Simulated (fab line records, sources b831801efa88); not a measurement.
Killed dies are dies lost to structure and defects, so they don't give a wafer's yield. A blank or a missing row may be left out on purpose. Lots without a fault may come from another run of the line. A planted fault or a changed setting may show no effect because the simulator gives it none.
Chamber matching | flow gf180mcu | GF_CONTACT_ETCH_16 on rie_diel-01: 4 sister chambers
The step etches BARC in N2/H2. 8 wafers are shown with their chamber, then 10 later ones without.

WAFERS WITH THEIR CHAMBER
wafer  | chamber | drypump_motor_current_A (A) | rf_fwd_power_W (W)
L196.3 | 0       | 5.9                         | 495.2
L197.4 | 0       | 5.8                         | 491.9
L199.4 | 1       | 5.9                         | 495.8
L199.6 | 1       | 5.9                         | 493.7
L203.3 | 2       | 5.0                         | 496.8
L203.5 | 3       | 6.8                         | 494.1
L204.1 | 2       | 5.0                         | 496.2
L204.4 | 3       | 6.8                         | 491.2

WAFERS WITHOUT THEIR CHAMBER
wafer  | drypump_motor_current_A (A) | rf_fwd_power_W (W)
L204.6 | 6.7                         | 494.3
L208.1 | 5.0                         | 496.5
L208.2 | 5.9                         | 494.9
L208.4 | 6.8                         | 492.5
L210.3 | 5.0                         | 499.2
L210.4 | 5.8                         | 492.0
L210.5 | 5.0                         | 496.8
L213.2 | 5.9                         | 494.7
L213.4 | 6.8                         | 492.2
L213.5 | 6.8                         | 491.9

WHICH CHAMBER EACH WENT THROUGH
wafer  | from the rows above     | in truth
L204.6 | 3                       | 3
L208.1 | 2                       | 2
L208.2 | can't be placed: 1 or 0 | 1
L208.4 | 3                       | 3
L210.3 | 2                       | 2
L210.4 | can't be placed: 0 or 1 | 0
L210.5 | 2                       | 2
L213.2 | can't be placed: 1 or 0 | 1
L213.4 | 3                       | 3
L213.5 | 3                       | 3
Placed correctly: 7 of 10. Can't be placed from these rows: 3 (the true chamber is among the candidates in 3). Placed wrongly: 0.
How it was worked out, from the rows above alone: a wafer's distance from a chamber is the root of the sum, over the readings, of the square of ((its reading less the chamber's mean) divided by the reading's scatter). The wafer belongs to the nearest chamber; if the next one is less than 2 further off, it can't be placed. A chamber's mean is the mean of its shown wafers. The scatter: the root of (the sum of the squares of (reading less its chamber's mean) over the shown wafers, divided by (wafers less chambers)).
